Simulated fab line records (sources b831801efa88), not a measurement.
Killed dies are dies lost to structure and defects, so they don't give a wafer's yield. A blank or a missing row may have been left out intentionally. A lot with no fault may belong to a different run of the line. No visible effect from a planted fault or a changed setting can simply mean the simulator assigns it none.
fab line records | flow sky130 | part 1 of 2: steps 1 to 30 of 31
record: lots: 6 | wafers: 18 | last_day: 50
route steps=708 shown LI_CONTACT@375 LOCAL_INTERCONNECT@387 PAD_OPEN@708
lots that met no fault: from a run of the same line without faults
start_h: the number of hours between the record's first day and the start of the first shown wafer of the lot | wait_h: hours elapsed since this lot's preceding step | " repeats the value in the row above | L1.1+2: several wafers, shown together as one row | - either no value or no given start | * or withheld: withheld | < > ~ a bound
route shown NAME@n: a module of which the file shows steps, and the number in the route of the first | usual: mean/standard deviation of fault-free wafers | same: alike in all rows | chamber/n: place in a boat | sites: readings site by site | _std_site: the values' standard deviation | _edge_site: inner sites' mean taken away from outer sites' mean | radius_mm: for every site, how far away it sits from the centre of the wafer | mask NAME#n: copy n | behind: the most recent tool/chamber to have shaped the wafer | hold: why the lot went on hold/how many hours it stayed there/how the hold came to an end | device: which transistor (n, p or np) failed to switch | end of line: the same wafers' tests at the end of the route | a step with no rows: only its recipe | killed: count of dies lost to structure and defects at first sort (not the wafer's yield) | map: dies across one wafer; x = killed, . = not, _ = none there
set.NAME: the setting that was run; set.NAME@STEP: the one run at that earlier step | model.NAME: the simulator's own value behind a step, which no gauge read
lots at selected steps of the route; one table per step, one row per wafer
services: the hour from which a tool's chamber was out of use, counted from the record's first day as start_h (under 0 if before that day), plus the number of hours and why
== steps ==
step: SKY_LI_CONTACT_OVL_MEAS_13
usual: LI_CONTACT_OVL: 2/4.8
lot.wafer | tool       | chamber | start_h | wait_h | LI_CONTACT_OVL[nm]
L380.4    | overlay-01 | -       | 693.58  | 0.1    | 8
L380.5    | "          | -       | "       | "      | 6
L380.6    | "          | -       | "       | "      | 3
L385.3    | overlay-02 | -       | 729.75  | 0.1    | 6
L385.4    | "          | -       | "       | "      | 3
L385.5    | "          | -       | "       | "      | 5
L387.2    | overlay-01 | -       | 744.02  | 0.1    | -1
L387.3    | "          | -       | "       | "      | -2
L387.5    | "          | -       | "       | "      | 1
L390.2    | overlay-01 | -       | 766.99  | 0.1    | 9
L390.4    | "          | -       | "       | "      | 5
L390.6    | "          | -       | "       | "      | 7
L399.2    | overlay-02 | -       | 830.42  | 0.1    | -1
L399.4    | "          | -       | "       | "      | -2
L399.5    | "          | -       | "       | "      | 0
L401.2    | overlay-01 | -       | 843.62  | 0.1    | 2
L401.3    | "          | -       | "       | "      | 0
L401.4    | "          | -       | "       | "      | 4
step: SKY_LI_CONTACT_ETCH_14
recipe: chemistry: N2/H2 | target: BARC | ion_energy_ev: 200 | source_w: 500 | bias_w: 100 | pressure_mtorr: 30 | n2_flow_sccm: 100 | h2_flow_sccm: 200 | stop_on: SiO2 | time_s: 45.9 | target_depth_a: 600
step: SKY_LI_CONTACT_ETCH_15
recipe: target: PSG | chemistry: C4F8/O2/Ar | stop_on: Si | taper_deg: 4.15 | mask_material: KrF-thick | source_w: 1500 | bias_w: 1200 | pressure_mtorr: 40 | c4f8_flow_sccm: withheld | O2_flow_sccm: 6 | Ar_flow_sccm: 300 | time_s: withheld | target_depth_a: 6000
step: SKY_LI_CONTACT_STRIP_16
recipe: chemistry: O2/N2 | power_w: 1400 | pressure_mtorr: 1500 | platen_temp_c: withheld | o2_flow_sccm: 3000 | n2_flow_sccm: 300 | overash_fraction: 0.5
usual: drypump_motor_current_A: 5.8/0.54 | oes_product_au: 0.375/0.0046 | strip_time_to_endpoint_s: 3.50/0.032
same: overash_fraction: 0.5
lot.wafer | tool            | chamber | start_h | wait_h | drypump_motor_current_A | oes_product_au | rf_hours_counter_h | strip_time_to_endpoint_s
L380.4    | plasma_asher-04 | 1       | 693.80  | -      | 5.9                     | 0.371          | -                  | 3.52
L380.5    | "               | 0       | "       | "      | 5.0                     | 0.372          | -                  | 3.50
L380.6    | "               | 1       | "       | "      | 5.9                     | 0.378          | -                  | 3.47
L385.3    | plasma_asher-04 | 0       | 729.94  | -      | 5.0                     | 0.382          | -                  | 3.52
L385.4    | "               | 1       | "       | "      | 5.9                     | 0.382          | -                  | 3.51
L385.5    | "               | 0       | "       | "      | 5.0                     | 0.371          | -                  | 3.53
L387.2    | plasma_asher-02 | 0       | 744.18  | -      | 6.7                     | 0.376          | 62                 | 3.50
L387.3    | "               | 0       | "       | "      | 6.6                     | 0.368          | -                  | 3.53
L387.5    | "               | 1       | "       | "      | 5.7                     | 0.374          | -                  | 3.50
L390.2    | plasma_asher-04 | 1       | 767.15  | -      | 5.9                     | 0.379          | 95                 | 3.50
L390.4    | "               | 0       | "       | "      | 5.0                     | 0.382          | -                  | 3.54
L390.6    | "               | 1       | "       | "      | 5.9                     | 0.379          | -                  | 3.50
L399.2    | plasma_asher-04 | 0       | 830.58  | -      | 5.0                     | 0.379          | 101                | 3.49
L399.4    | "               | 0       | "       | "      | 5.0                     | 0.370          | -                  | 3.44
L399.5    | "               | 0       | "       | "      | 5.0                     | 0.379          | -                  | 3.51
L401.2    | plasma_asher-02 | 0       | 843.78  | -      | 6.7                     | 0.380          | 71                 | 3.53
L401.3    | "               | 1       | "       | "      | 5.7                     | 0.376          | -                  | 3.48
L401.4    | "               | 0       | "       | "      | 6.6                     | 0.373          | -                  | 3.43
step: SKY_LI_CONTACT_CLEAN_17
recipe: chemistry: NMP | time_s: 600 | temp_c: 60 | dry: n2_spin
step: SKY_LI_CONTACT_PRE_CLEAN_18
recipe: gas: Ar | time_s: 5.6 | bias_v: 358
step: SKY_LI_CONTACT_SPUTTER_19
recipe: material: Ti | target_thk_nm: 20 | chamber_pressure_pa: 5 | power_w: 2500 | substrate_temp_c: 200 | time_s: 106.37
step: SKY_LI_CONTACT_SPUTTER_20
recipe: material: TiN | target_thk_nm: 20 | chamber_pressure_pa: 5 | power_w: 4000 | time_s: 80
usual: throttle_valve_pct: 29.7/1.2
lot.wafer | tool           | chamber | start_h | wait_h | throttle_valve_pct
L380.4    | pvd_sputter-01 | -       | 694.13  | 0.0    | 29.3
L380.5    | "              | -       | "       | "      | 30.2
L380.6    | "              | -       | "       | "      | 32.0
L385.3    | pvd_sputter-02 | -       | 730.45  | 0.0    | 30.0
L385.4    | "              | -       | "       | "      | 29.2
L385.5    | "              | -       | "       | "      | 29.5
L387.2    | pvd_sputter-02 | -       | 744.55  | 0.0    | 29.6
L387.3    | "              | -       | "       | "      | 27.7
L387.5    | "              | -       | "       | "      | 29.3
L390.2    | pvd_sputter-02 | -       | 767.54  | 0.0    | 30.0
L390.4    | "              | -       | "       | "      | 27.6
L390.6    | "              | -       | "       | "      | 29.1
L399.2    | pvd_sputter-01 | -       | 830.95  | 0.0    | 30.2
L399.4    | "              | -       | "       | "      | 32.0
L399.5    | "              | -       | "       | "      | 30.1
L401.2    | pvd_sputter-02 | -       | 844.15  | 0.0    | 29.7
L401.3    | "              | -       | "       | "      | 29.1
L401.4    | "              | -       | "       | "      | 29.5
step: SKY_LI_CONTACT_CVD_21
recipe: material: W | target_thk_nm: 400 | time_s: 120.56 | temp_c: 400 | pressure_torr: 40
usual: heater_power_w: 832/42 | susceptor_temp_C: 399.97/0.23
lot.wafer | tool     | chamber | start_h | wait_h | heater_power_w | susceptor_temp_C
L380.4    | cvd_w-01 | 0       | 694.24  | 0.1    | 810            | 399.49
L380.5    | "        | 1       | "       | "      | 787            | 400.02
L380.6    | "        | 0       | "       | "      | 805            | 399.62
L385.3    | cvd_w-02 | 0       | 730.55  | 0.1    | 841            | 399.97
L385.4    | "        | 1       | "       | "      | 871            | 400.08
L385.5    | "        | 1       | "       | "      | 871            | 399.98
L387.2    | cvd_w-01 | 0       | 744.61  | 0.0    | 807            | 399.90
L387.3    | "        | 0       | "       | "      | 811            | 399.91
L387.5    | "        | 1       | "       | "      | 756            | 400.02
L390.2    | cvd_w-02 | 0       | 767.60  | 0.0    | 835            | 400.14
L390.4    | "        | 1       | "       | "      | 877            | 399.88
L390.6    | "        | 1       | "       | "      | 859            | 399.87
L399.2    | cvd_w-02 | 1       | 831.05  | 0.1    | 895            | 400.30
L399.4    | "        | 1       | "       | "      | 887            | 400.25
L399.5    | "        | 1       | "       | "      | 883            | 399.64
L401.2    | cvd_w-02 | 1       | 844.21  | 0.0    | 875            | 400.13
L401.3    | "        | 0       | "       | "      | 832            | 400.25
L401.4    | "        | 1       | "       | "      | 862            | 399.90
step: SKY_LI_CONTACT_RS_MEAS_22
recipe: thk_meas_gauge: four-point-probe | reads: W_of_LI_CONTACT_CVD_21+TiN_of_LI_CONTACT_SPUTTER_20+Ti_of_LI_CONTACT_SPUTTER_19
usual: LI_CONTACT_W_RS: 0.285/0.004
lot.wafer | tool          | chamber | start_h | wait_h | LI_CONTACT_W_RS[ohm/sq]
L380.4    | film_metro-02 | -       | 694.38  | 0.1    | 0.277
L380.5    | "             | -       | "       | "      | 0.281
L380.6    | "             | -       | "       | "      | 0.275
L385.3    | film_metro-03 | -       | 730.67  | 0.1    | 0.282
L385.4    | "             | -       | "       | "      | 0.285
L385.5    | "             | -       | "       | "      | 0.285
L387.2    | film_metro-03 | -       | 744.75  | 0.1    | 0.279
L387.3    | "             | -       | "       | "      | 0.279
L387.5    | "             | -       | "       | "      | 0.286
L390.2    | film_metro-03 | -       | 767.74  | 0.1    | 0.290
L390.4    | "             | -       | "       | "      | 0.291
L390.6    | "             | -       | "       | "      | 0.292
L399.2    | film_metro-03 | -       | 831.25  | 0.2    | 0.287
L399.4    | "             | -       | "       | "      | 0.287
L399.5    | "             | -       | "       | "      | 0.285
L401.2    | film_metro-02 | -       | 844.35  | 0.1    | 0.286
L401.3    | "             | -       | "       | "      | 0.284
L401.4    | "             | -       | "       | "      | 0.287
step: SKY_LI_CONTACT_THK_MEAS_23
recipe: thk_meas_gauge: xrf | reads: W_of_LI_CONTACT_CVD_21
usual: LI_CONTACT_W_THK: 396/6.8
lot.wafer | tool          | chamber | start_h | wait_h | LI_CONTACT_W_THK[nm]
L380.4    | film_metro-02 | -       | 694.47  | 0.1    | 399
L380.5    | "             | -       | "       | "      | 400
L380.6    | "             | -       | "       | "      | 402
L385.3    | film_metro-03 | -       | 730.77  | 0.1    | 404
L385.4    | "             | -       | "       | "      | 403
L385.5    | "             | -       | "       | "      | 403
L387.2    | film_metro-03 | -       | 744.86  | 0.1    | 411
L387.3    | "             | -       | "       | "      | 408
L387.5    | "             | -       | "       | "      | 398
L390.2    | film_metro-03 | -       | 767.85  | 0.1    | 393
L390.4    | "             | -       | "       | "      | 394
L390.6    | "             | -       | "       | "      | 387
L399.2    | film_metro-03 | -       | 831.36  | 0.1    | 395
L399.4    | "             | -       | "       | "      | 395
L399.5    | "             | -       | "       | "      | 399
L401.2    | film_metro-02 | -       | 844.46  | 0.1    | 394
L401.3    | "             | -       | "       | "      | 392
L401.4    | "             | -       | "       | "      | 387
step: SKY_LI_CONTACT_CMP_24
recipe: stop_on: PSG | t_overpolish_s: 20 | down_force_psi: 3.5 | platen_rpm: 60 | target_thk_nm: 0 | pad_velocity_m_s: 0.94248
usual: motor_current_A: 10.9/1.2 | overpolish_run_s: 20.001/0.0096 | time_to_endpoint_s: 93/3.8
lot.wafer | tool   | chamber | start_h | wait_h | motor_current_A | overpolish_run_s | time_to_endpoint_s
L380.4    | cmp-02 | 3       | 694.60  | 0.1    | 11.7            | 20.007           | 100
L380.6    | "      | 1       | "       | "      | 11.0            | 20.006           | 95
L380.5    | "      | 2       | "       | "      | 9.8             | 19.997           | 98
L385.4    | cmp-02 | 0       | 730.86  | 0.1    | 10.6            | 20.015           | 94
L385.3    | "      | 2       | "       | "      | 9.0             | 20.015           | 97
L385.5    | "      | 0       | "       | "      | 11.0            | 20.010           | 96
L387.3    | cmp-02 | 3       | 744.96  | 0.1    | 11.5            | 20.002           | 97
L387.2    | "      | 1       | "       | "      | 10.3            | 20.002           | 96
L387.5    | "      | 2       | "       | "      | 9.6             | 20.011           | 89
L390.2    | cmp-02 | 1       | 767.90  | 0.0    | 10.8            | 20.004           | 96
L390.4    | "      | 3       | "       | "      | 11.9            | 20.004           | 96
L390.6    | "      | 2       | "       | "      | 10.1            | 20.015           | 91
L399.4    | cmp-01 | 1       | 831.53  | 0.1    | 12.3            | 19.982           | 87
L399.2    | "      | 3       | "       | "      | 13.0            | 19.994           | 88
L399.5    | "      | 2       | "       | "      | 11.1            | 20.009           | 89
L401.4    | cmp-02 | 0       | 844.56  | 0.1    | 10.3            | 20.009           | 92
L401.2    | "      | 1       | "       | "      | 10.6            | 19.997           | 97
L401.3    | "      | 2       | "       | "      | 10.0            | 20.003           | 94
step: SKY_LOCAL_INTERCONNECT_SPUTTER_00
recipe: material: TiN | target_thk_nm: 100 | temp_c: 300 | power_w: 6500 | time_s: 83.3 | chamber_pressure_pa: 0.4
usual: susceptor_temp_C: 299.98/0.2 | throttle_valve_pct: 29.8/1.2
lot.wafer | tool           | chamber | start_h | wait_h | susceptor_temp_C | throttle_valve_pct | model.TiN_of_LOCAL_INTERCONNECT_SPUTTER_00.thk_nm
L380.4    | pvd_sputter-03 | -       | 694.80  | 0.1    | 300.27           | 31.0               | 99.34
L380.5    | "              | -       | "       | "      | 299.96           | 30.0               | 100.7
L380.6    | "              | -       | "       | "      | 300.17           | 30.5               | 100
L385.3    | pvd_sputter-03 | -       | 731.11  | 0.1    | 299.63           | 30.4               | 100.1
L385.4    | "              | -       | "       | "      | 300.00           | 29.9               | 100.1
L385.5    | "              | -       | "       | "      | 299.60           | 30.2               | 99.96
L387.2    | pvd_sputter-03 | -       | 745.21  | 0.1    | 299.88           | 30.4               | 100.1
L387.3    | "              | -       | "       | "      | 299.64           | 31.1               | 96.14
L387.5    | "              | -       | "       | "      | 299.53           | 29.4               | 100.4
L390.2    | pvd_sputter-03 | -       | 768.20  | 0.2    | 299.96           | 31.1               | 100.3
L390.4    | "              | -       | "       | "      | 300.01           | 30.0               | 96.38
L390.6    | "              | -       | "       | "      | 299.87           | 30.0               | 100.5
L399.2    | pvd_sputter-02 | -       | 831.83  | 0.1    | 300.09           | 27.6               | 98.89
L399.4    | "              | -       | "       | "      | 299.84           | 30.0               | 99
L399.5    | "              | -       | "       | "      | 300.16           | 29.1               | 98.72
L401.2    | pvd_sputter-01 | -       | 844.81  | 0.1    | 299.93           | 29.6               | 100.7
L401.3    | "              | -       | "       | "      | 300.22           | 29.8               | 99.56
L401.4    | "              | -       | "       | "      | 300.17           | 32.2               | 100.2
step: SKY_LOCAL_INTERCONNECT_RS_MEAS_01
recipe: thk_meas_gauge: four-point-probe | reads: TiN_of_LOCAL_INTERCONNECT_SPUTTER_00
usual: LOCAL_INTERCONNECT_TIN_RS: 14.10/0.15
lot.wafer | tool          | chamber | start_h | wait_h | hold                     | LOCAL_INTERCONNECT_TIN_RS[ohm/sq]
L380.4    | film_metro-04 | -       | 694.92  | 0.1    | -                        | 14.26
L380.5    | "             | -       | "       | "      | -                        | 14.07
L380.6    | "             | -       | "       | "      | -                        | 14.17
L385.3    | film_metro-01 | -       | 731.22  | 0.1    | -                        | 14.11
L385.4    | "             | -       | "       | "      | -                        | 14.10
L385.5    | "             | -       | "       | "      | -                        | 14.17
L387.2    | film_metro-04 | -       | 745.30  | 0.1    | await_dispo/0.2h/release | 14.11
L387.3    | "             | -       | "       | "      | await_dispo/0.2h/release | 14.76
L387.5    | "             | -       | "       | "      | await_dispo/0.2h/release | 14.07
L387.2    | film_metro-04 | -       | 745.58  | 0.3    | -                        | 14.12
L387.3    | "             | -       | "       | "      | -                        | 14.73
L387.5    | "             | -       | "       | "      | -                        | 14.11
L390.2    | film_metro-04 | -       | 768.29  | 0.1    | -                        | 14.08
L390.4    | "             | -       | "       | "      | -                        | 14.70
L390.6    | "             | -       | "       | "      | -                        | 14.09
L399.2    | film_metro-01 | -       | 831.91  | 0.1    | -                        | 14.31
L399.4    | "             | -       | "       | "      | -                        | 14.29
L399.5    | "             | -       | "       | "      | -                        | 14.34
L401.2    | film_metro-04 | -       | 844.90  | 0.1    | -                        | 14.04
L401.3    | "             | -       | "       | "      | -                        | 14.21
L401.4    | "             | -       | "       | "      | -                        | 14.10
step: SKY_LOCAL_INTERCONNECT_THK_MEAS_02
recipe: thk_meas_gauge: xrf | reads: TiN_of_LOCAL_INTERCONNECT_SPUTTER_00
usual: LOCAL_INTERCONNECT_TIN_THK: 100.6/1.1
lot.wafer | tool          | chamber | start_h | wait_h | hold                     | LOCAL_INTERCONNECT_TIN_THK[nm]
L380.4    | film_metro-04 | -       | 695.01  | 0.1    | -                        | 100.0
L380.5    | "             | -       | "       | "      | -                        | 100.9
L380.6    | "             | -       | "       | "      | -                        | 100.7
L385.3    | film_metro-01 | -       | 731.32  | 0.1    | -                        | 100.1
L385.4    | "             | -       | "       | "      | -                        | 100.7
L385.5    | "             | -       | "       | "      | -                        | 100.1
L387.2    | film_metro-04 | -       | 749.93  | 4.3    | await_dispo/4.2h/release | 101.0
L387.3    | "             | -       | "       | "      | await_dispo/4.2h/release | 96.4
L387.5    | "             | -       | "       | "      | await_dispo/4.2h/release | 101.0
L390.2    | film_metro-04 | -       | 768.40  | 0.1    | await_dispo/0.2h/release | 100.5
L390.4    | "             | -       | "       | "      | await_dispo/0.2h/release | 95.8
L390.6    | "             | -       | "       | "      | await_dispo/0.2h/release | 100.5
L390.2    | film_metro-04 | -       | 768.62  | 0.2    | -                        | 100.6
L390.4    | "             | -       | "       | "      | -                        | 96.4
L390.6    | "             | -       | "       | "      | -                        | 100.2
L399.2    | film_metro-01 | -       | 832.02  | 0.1    | -                        | 99.2
L399.4    | "             | -       | "       | "      | -                        | 98.8
L399.5    | "             | -       | "       | "      | -                        | 99.0
L401.2    | film_metro-04 | -       | 845.01  | 0.1    | -                        | 100.5
L401.3    | "             | -       | "       | "      | -                        | 99.7
L401.4    | "             | -       | "       | "      | -                        | 100.3
step: SKY_LOCAL_INTERCONNECT_DEHYDRATE_03
recipe: temp_c: 200 | time_s: 60
step: SKY_LOCAL_INTERCONNECT_HMDS_04
recipe: prime_time_s: 60 | prime_temp_c: 120
step: SKY_LOCAL_INTERCONNECT_COAT_05
recipe: resist: BARC | temp_c: withheld | time_s: withheld | spin_rpm: 3000 | resist_thk_nm: 60
step: SKY_LOCAL_INTERCONNECT_COAT_06
recipe: resist: KrF-thick | spin_rpm: 3000 | resist_thk_nm: 450
step: SKY_LOCAL_INTERCONNECT_SOFTBAKE_07
recipe: temp_c: 100 | time_s: 90 | resist: KrF-thick
step: SKY_LOCAL_INTERCONNECT_EXPOSE_08
recipe: mask_id: LI1M | na: 0.8 | source_shape: annular | sigma_inner: 0.55 | sigma_outer: 0.85 | target_cd_nm: 170 | dose_mj: 28
step: SKY_LOCAL_INTERCONNECT_PEB_09
recipe: peb_temp_c: withheld | peb_time_s: withheld | resist: KrF-thick
step: SKY_LOCAL_INTERCONNECT_DEVELOP_10
recipe: develop_time_s: 60 | resist: KrF-thick | dev_temp_c: 21
step: SKY_LOCAL_INTERCONNECT_CD_MEAS_11
recipe: target_cd_nm: 170
usual: cd_nm: 169.8/1.7
lot.wafer | tool      | chamber | start_h | wait_h | cd_nm
L380.4    | cd_sem-02 | -       | 722.47  | -      | 170.3
L380.5    | "         | -       | "       | "      | 171.5
L380.6    | "         | -       | "       | "      | 169.1
L385.3    | cd_sem-02 | -       | 758.30  | -      | 170.5
L385.4    | "         | -       | "       | "      | 172.2
L385.5    | "         | -       | "       | "      | 171.6
L387.2    | cd_sem-01 | -       | 772.74  | -      | 167.6
L387.3    | "         | -       | "       | "      | 169.0
L387.5    | "         | -       | "       | "      | 167.7
L390.2    | cd_sem-02 | -       | 794.68  | -      | 171.8
L390.4    | "         | -       | "       | "      | 170.1
L390.6    | "         | -       | "       | "      | 170.3
L399.2    | cd_sem-01 | -       | 858.16  | -      | 170.7
L399.4    | "         | -       | "       | "      | 171.0
L399.5    | "         | -       | "       | "      | 169.9
L401.2    | cd_sem-02 | -       | 871.13  | -      | 171.0
L401.3    | "         | -       | "       | "      | 170.9
L401.4    | "         | -       | "       | "      | 170.6
step: SKY_LOCAL_INTERCONNECT_OVL_MEAS_12
usual: LOCAL_INTERCONNECT_OVL: 3/5.8
lot.wafer | tool       | chamber | start_h | wait_h | LOCAL_INTERCONNECT_OVL[nm]
L380.4    | overlay-01 | -       | 722.55  | 0.1    | -10
L380.5    | "          | -       | "       | "      | 4
L380.6    | "          | -       | "       | "      | -9
L385.3    | overlay-02 | -       | 758.39  | 0.1    | 3
L385.4    | "          | -       | "       | "      | -2
L385.5    | "          | -       | "       | "      | 0
L387.2    | overlay-01 | -       | 772.84  | 0.1    | 5
L387.3    | "          | -       | "       | "      | 13
L387.5    | "          | -       | "       | "      | 8
L390.2    | overlay-01 | -       | 794.79  | 0.1    | 0
L390.4    | "          | -       | "       | "      | 3
L390.6    | "          | -       | "       | "      | 0
L399.2    | overlay-01 | -       | 858.27  | 0.1    | -6
L399.4    | "          | -       | "       | "      | 0
L399.5    | "          | -       | "       | "      | 4
L401.2    | overlay-01 | -       | 871.24  | 0.1    | 4
L401.3    | "          | -       | "       | "      | -5
L401.4    | "          | -       | "       | "      | 7
step: SKY_LOCAL_INTERCONNECT_ETCH_13
recipe: chemistry: N2/H2 | target: BARC | ion_energy_ev: 200 | bias_w: 100 | pressure_mtorr: 30 | n2_flow_sccm: 100 | h2_flow_sccm: 200 | icp_w: 500 | stop_on: SiO2 | time_s: 45.9 | target_depth_a: 600
usual: drypump_motor_current_A: 5.9/0.49 | oes_product_au: 0.855/0.0053 | throttle_valve_pct: 13.225/0.0095
lot.wafer | tool         | chamber | start_h | wait_h | drypump_motor_current_A | oes_product_au | rf_hours_counter_h | throttle_valve_pct
L380.4    | rie_metal-02 | 1       | 722.59  | 0.0    | 6.0                     | 0.860          | -                  | 13.223
L380.5    | "            | 0       | "       | "      | 5.1                     | 0.855          | -                  | 13.227
L380.6    | "            | 1       | "       | "      | 6.0                     | 0.855          | -                  | 13.242
L385.3    | rie_metal-02 | 0       | 758.46  | 0.1    | 5.1                     | 0.853          | -                  | 13.225
L385.4    | "            | 0       | "       | "      | 5.1                     | 0.860          | -                  | 13.225
L385.5    | "            | 0       | "       | "      | 5.1                     | 0.868          | -                  | 13.217
L387.2    | rie_metal-02 | 1       | 772.87  | 0.0    | 6.0                     | 0.860          | 2                  | 13.219
L387.3    | "            | 0       | "       | "      | 5.1                     | 0.858          | -                  | 13.215
L387.5    | "            | 1       | "       | "      | 6.0                     | 0.852          | -                  | 13.219
L390.2    | rie_metal-04 | 0       | 794.82  | 0.0    | 6.6                     | 0.859          | 8                  | 13.209
L390.4    | "            | 0       | "       | "      | 6.6                     | 0.859          | -                  | 13.242
L390.6    | "            | 1       | "       | "      | 5.5                     | 0.851          | -                  | 13.233
L399.2    | rie_metal-04 | 1       | 858.30  | 0.0    | 5.4                     | 0.866          | 8                  | 13.217
L399.4    | "            | 0       | "       | "      | 6.6                     | 0.860          | -                  | 13.211
L399.5    | "            | 0       | "       | "      | 6.5                     | 0.862          | -                  | 13.231
L401.2    | rie_metal-02 | 1       | 871.29  | 0.0    | 6.0                     | 0.852          | -                  | 13.228
L401.3    | "            | 1       | "       | "      | 6.0                     | 0.846          | -                  | 13.227
L401.4    | "            | 1       | "       | "      | 6.0                     | 0.852          | -                  | 13.215
step: SKY_LOCAL_INTERCONNECT_METAL_ETCH_14
recipe: target_depth_nm: 110 | stop_on: PSG | chemistry: Cl2/BCl3 | target: TiN | resist_sidewall_deg: 88 | pressure_mtorr: 10 | icp_w: 900 | bias_w: 48.5 | Cl2_flow_sccm: 60 | bcl3_flow_sccm: 30 | time_s: 31.4
usual: drypump_motor_current_A: 5.9/0.49 | oes_product_au: 0.943/0.0074 | throttle_valve_pct: 21.900/0.0098
lot.wafer | tool         | chamber | start_h | wait_h | drypump_motor_current_A | oes_product_au | rf_hours_counter_h | throttle_valve_pct | model.LOCAL_INTERCONNECT.feature_depth_nm | model.etch.depth_nm
L380.4    | rie_metal-02 | 1       | 722.65  | 0.0    | 6.0                     | 0.937          | -                  | 21.901             | 99.34                                     | 99.34
L380.5    | "            | 0       | "       | "      | 5.1                     | 0.947          | -                  | 21.898             | 100.7                                     | 100.7
L380.6    | "            | 1       | "       | "      | 6.0                     | 0.942          | -                  | 21.905             | 100                                       | 100
L385.3    | rie_metal-02 | 0       | 758.58  | 0.1    | 5.1                     | 0.944          | -                  | 21.896             | 100.1                                     | 100.1
L385.4    | "            | 0       | "       | "      | 5.1                     | 0.949          | -                  | 21.898             | 100.1                                     | 100.1
L385.5    | "            | 0       | "       | "      | 5.1                     | 0.938          | -                  | 21.904             | 99.96                                     | 99.96
L387.2    | rie_metal-02 | 1       | 772.94  | 0.0    | 6.0                     | 0.935          | 2                  | 21.884             | 100.1                                     | 100.1
L387.3    | "            | 0       | "       | "      | 5.1                     | 0.923          | -                  | 21.909             | 96.14                                     | 96.14
L387.5    | "            | 1       | "       | "      | 6.0                     | 0.937          | -                  | 21.902             | 100.4                                     | 100.4
L390.2    | rie_metal-04 | 0       | 794.88  | 0.0    | 6.6                     | 0.939          | 8                  | 21.887             | 100.3                                     | 100.3
L390.4    | "            | 0       | "       | "      | 6.6                     | 0.918          | -                  | 21.920             | 96.38                                     | 96.38
L390.6    | "            | 1       | "       | "      | 5.4                     | 0.945          | -                  | 21.918             | 100.5                                     | 100.5
L399.2    | rie_metal-04 | 1       | 858.36  | 0.0    | 5.4                     | 0.934          | 8                  | 21.901             | 98.89                                     | 98.89
L399.4    | "            | 0       | "       | "      | 6.5                     | 0.933          | -                  | 21.910             | 99                                        | 99
L399.5    | "            | 0       | "       | "      | 6.6                     | 0.935          | -                  | 21.927             | 98.72                                     | 98.72
L401.2    | rie_metal-02 | 1       | 871.41  | 0.1    | 6.0                     | 0.952          | -                  | 21.902             | 100.7                                     | 100.7
L401.3    | "            | 1       | "       | "      | 6.0                     | 0.948          | -                  | 21.902             | 99.56                                     | 99.56
L401.4    | "            | 1       | "       | "      | 6.0                     | 0.937          | -                  | 21.899             | 100.2                                     | 100.2
step: SKY_LOCAL_INTERCONNECT_STRIP_15
recipe: chemistry: O2/N2 | power_w: 1400 | pressure_mtorr: 1500 | platen_temp_c: withheld | o2_flow_sccm: 3000 | n2_flow_sccm: 300 | overash_fraction: 0.5
step: SKY_LOCAL_INTERCONNECT_STRIP_16
recipe: chemistry: post_etch_residue_remover | time_s: 1200 | temp_c: 72.5
lot.wafer | tool         | chamber | start_h | wait_h | model.TiN_of_LOCAL_INTERCONNECT_SPUTTER_00.thk_nm
L380.4    | wet_bench-01 | 1       | 722.78  | 0.0    | 98.91
L380.5    | "            | 1       | "       | "      | 100.3
L380.6    | "            | 1       | "       | "      | 99.57
L385.3    | wet_bench-01 | 3       | 758.75  | 0.0    | 99.64
L385.4    | "            | 3       | "       | "      | 99.68
L385.5    | "            | 3       | "       | "      | 99.54
L387.2    | wet_bench-02 | 1       | 773.09  | 0.1    | 99.71
L387.3    | "            | 1       | "       | "      | 95.71
L387.5    | "            | 1       | "       | "      | 100
L390.2    | wet_bench-02 | 1       | 795.03  | 0.1    | 99.86
L390.4    | "            | 1       | "       | "      | 95.96
L390.6    | "            | 1       | "       | "      | 100
L399.2    | wet_bench-01 | 2       | 858.51  | 0.1    | 98.47
L399.4    | "            | 2       | "       | "      | 98.59
L399.5    | "            | 2       | "       | "      | 98.3
L401.2    | wet_bench-02 | 3       | 871.60  | 0.1    | 100.3
L401.3    | "            | 3       | "       | "      | 99.15
L401.4    | "            | 3       | "       | "      | 99.8
step: SKY_LOCAL_INTERCONNECT_CLEAN_17
recipe: chemistry: IPA | time_s: 180 | temp_c: 25
== key ==
first_sign: step: SKY_LOCAL_INTERCONNECT_RS_MEAS_01 | reading: visit | direction: added
effect: step: SKY_LOCAL_INTERCONNECT_RS_MEAS_01 | reading: LOCAL_INTERCONNECT_TIN_RS | direction: up | sigmas: 4.2 | usual: 14.10 | struck: 14.73
effect: step: SKY_LOCAL_INTERCONNECT_THK_MEAS_02 | reading: visit | direction: added
effect: step: SKY_LOCAL_INTERCONNECT_METAL_ETCH_14 | reading: oes_product_au | direction: down | sigmas: 3 | usual: 0.943 | struck: 0.920
model_effect: step: SKY_LOCAL_INTERCONNECT_SPUTTER_00 | value: TiN_of_LOCAL_INTERCONNECT_SPUTTER_00.thk_nm | without: 100.3 | struck: 96.26
model_effect: step: SKY_LOCAL_INTERCONNECT_METAL_ETCH_14 | value: LOCAL_INTERCONNECT.feature_depth_nm | without: 100.3 | struck: 96.26
model_effect: step: SKY_LOCAL_INTERCONNECT_STRIP_16 | value: TiN_of_LOCAL_INTERCONNECT_SPUTTER_00.thk_nm | without: 99.92 | struck: 95.84
model_effect: step: SKY_PAD_OPEN_PROBE_99 | value: etest.res_li.line_ohm_um | without: 75.18 | struck: 78.38
met_at SKY_LOCAL_INTERCONNECT_SPUTTER_00
struck_wafers L387.3,L390.4
tester_left_out L387,L390
onset_between 731.11 745.21
fault: kind: process_parameter_drift | tool: pvd_sputter-03 | chamber: - | onset_h: 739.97 | steps: SKY_LOCAL_INTERCONNECT_SPUTTER_00 | channel: target_thk_nm | offset: -4.087 | shape: step | end_h: 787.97 | scope: struck_wafers_only | acts_in: these_recipes_only | stated: 100
tester_left_out: of these lots the tester's yield and bins aren't shown, on N5 and GAA mostly nor the transistor test; their killed dies are dies lost to structure and defects alone, not to doping, threshold or leakage, so they don't give the yield
